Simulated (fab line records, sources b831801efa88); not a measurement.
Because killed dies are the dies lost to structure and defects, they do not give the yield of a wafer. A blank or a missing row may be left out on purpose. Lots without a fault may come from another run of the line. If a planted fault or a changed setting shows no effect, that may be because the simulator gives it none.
Struck lot and sound lot, side by side -- flow sfq-line -- 21 out of 325 route steps
Sound: the wafers L304.2, L304.3, L304.5. The struck wafers were L307.2, L307.3, L307.4. The cause comes at the end.
Order at every step that has rows: each side's tool, ch and its chambers, its first start. Under that, the readings that differ: sound wafers -- struck wafers -- difference of the means -- sigmas: that difference in standard deviations of wafers without a fault.
alike: readings with means less than 2 such deviations apart, plus words and numbers identical on both sides. not compared: withheld readings, readings lacking a value on some wafer, bounds such as >300 that could conceal the same value, and numbers that have no deviation in the record and whose values overlap.
Wherever a step has rows on one side only, a row that says differs or no value, or a row with sigmas, the two part there. When numbers do not overlap yet have no deviation, they are printed without sigmas and do not part them. A reading missing from all wafers of one side parts the sides only when that side holds two or more wafers.

first, 2 steps without rows for these wafers: SFQ_TRILAYER_M2_LITHO_PEB_060 (peb time 60 s); SFQ_TRILAYER_M2_LITHO_DEVELOP_059 (time 60 s).
SFQ_M2_OVL_MEAS_916:
  sound: overlay-02 at day 31 05:29; struck: overlay-01 at day 33 03:53
  alike: M2_OVL
SFQ_TRILAYER_M2_BARC_OPEN_METAL_ETCH_077: etches BARC in O2, target depth 125 nm, time 41.7 s.
  sound on rie-metal-02 ch 0,1, day 31 05:31; struck on rie-metal-03 ch 0,1, day 33 03:55
  alike: drypump-motor-current-A, oes-product-au
  not compared: rf-hours-counter-h
SFQ_TRILAYER_M2_ETCH_METAL_ETCH_060: etches Nb in Cl2/Ar, stops on SiO2, target depth 240 nm, time 120 s.
  sound on rie-metal-02 ch 0,1, day 31 05:34; struck on rie-metal-03 ch 0,1, day 33 03:58
  alike: drypump-motor-current-A, oes-product-au
  not compared: rf-hours-counter-h
SFQ_TRILAYER_M2_STRIP_STRIP_061: strips in O2.
  sound on rie-metal-02 ch 0,1, day 31 05:42; struck on rie-metal-03 ch 0,1, day 33 04:05
  alike: drypump-motor-current-A, oes-product-au
  not compared: rf-hours-counter-h
then, 2 steps without rows for these wafers: SFQ_TRILAYER_M2_STRIP_SOLV_CLEAN_062 (cleans in NMP, time 600 s); SFQ_TRILAYER_I2_DEP_PECVD_063 (deposits SiO2 from SiH4/N2O, time 111.11 s, target thk 500 nm).
SFQ_TRILAYER_I2_CMP_CMP_064: polishes SiO2.
  sound on cmp-01 ch 0,1,3, day 31 07:05; struck on cmp-02 ch 0,1,2, day 33 08:35
  alike: edge-zone-pressure-frac, motor-current-A, platen-rpm, time-to-endpoint-s
SFQ_I2_BOW_MEAS_917:
  sound: film-metro-01 at day 31 09:37; struck: film-metro-01 at day 33 11:06
reading,sound,struck,difference,sigmas
I2_BOW (um),18 9 24,-15 -10 -11,-29,-3
SFQ_TRILAYER_I2_METRO_MEASURE_065:
  sound: film-metro-01 at day 31 09:55; struck: film-metro-01 at day 33 11:24
  alike: thk-nm
then, 1 step without rows for these wafers: SFQ_TRILAYER_I2_VIA_LITHO_COAT_072 (resist thk 62 nm).
SFQ_TRILAYER_I2_VIA_LITHO_COAT_067: resist thk 650 nm.
  sound on litho-track-03 ch 0, day 31 11:16; struck on litho-track-03 ch 0, day 33 12:45
reading,sound,struck,difference,sigmas
model.KrF_of_TRILAYER_I2_VIA_LITHO_COAT_067.thk-nm (nm),649.6 648.7 650.9,722 722 721.1,+72,
then, 4 steps without rows for these wafers: SFQ_TRILAYER_I2_VIA_LITHO_SOFTBAKE_071; SFQ_TRILAYER_I2_VIA_LITHO_EXPOSE_068 (exposes mask I2, target cd 500 nm); SFQ_TRILAYER_I2_VIA_LITHO_PEB_070 (peb time 60 s); SFQ_TRILAYER_I2_VIA_LITHO_DEVELOP_069 (time 60 s).
-- the record jumps here: 5 days lie between the struck wafers' starts before and after --
SFQ_I2_OVL_MEAS_918:
  sound: overlay-02 at day 31 13:10; struck: overlay-01 at day 38 19:34
reading,sound,struck,difference,sigmas
I2_OVL (nm),9 0 3,-7 -13 -8,-13,-3
SFQ_TRILAYER_I2_VIA_BARC_OPEN_VIA_ETCH_096: etches BARC in O2, target depth 125 nm, time 41.7 s.
  sound on rie-diel-03 ch 0,1,2, day 31 13:12; struck on rie-diel-02 ch 0,2,3, day 38 19:36
  alike: drypump-motor-current-A, oes-product-au
  not compared: rf-hours-counter-h, model.I2.cd-nm
SFQ_TRILAYER_I2_VIA_ETCH_VIA_ETCH_070: etches SiO2 in CHF3, stops on Nb, target depth 260 nm.
  sound on rie-diel-03 ch 0,1,2, day 31 13:14; struck on rie-diel-02 ch 0,2,3, day 38 19:38
reading,sound,struck,difference,sigmas
model.KrF_of_TRILAYER_I2_VIA_LITHO_COAT_067.thk-nm (nm),528.9 528.5 530.2,602.5 602.1 600.4,+72.5,
  alike: drypump-motor-current-A, oes-product-au
  not compared: model.I2.cd-nm
then, 1 step without rows for these wafers: SFQ_TRILAYER_I2_VIA_STRIP_STRIP_071 (strips in O2).

== WHERE THEY PART ==
First at SFQ_I2_BOW_MEAS_917; last, within this record, at SFQ_I2_OVL_MEAS_918. Later steps at which nothing parts them and some readings are alike: SFQ_TRILAYER_I2_VIA_BARC_OPEN_VIA_ETCH_096, SFQ_TRILAYER_I2_VIA_ETCH_VIA_ETCH_070.

WHY: what had been put in by the simulator
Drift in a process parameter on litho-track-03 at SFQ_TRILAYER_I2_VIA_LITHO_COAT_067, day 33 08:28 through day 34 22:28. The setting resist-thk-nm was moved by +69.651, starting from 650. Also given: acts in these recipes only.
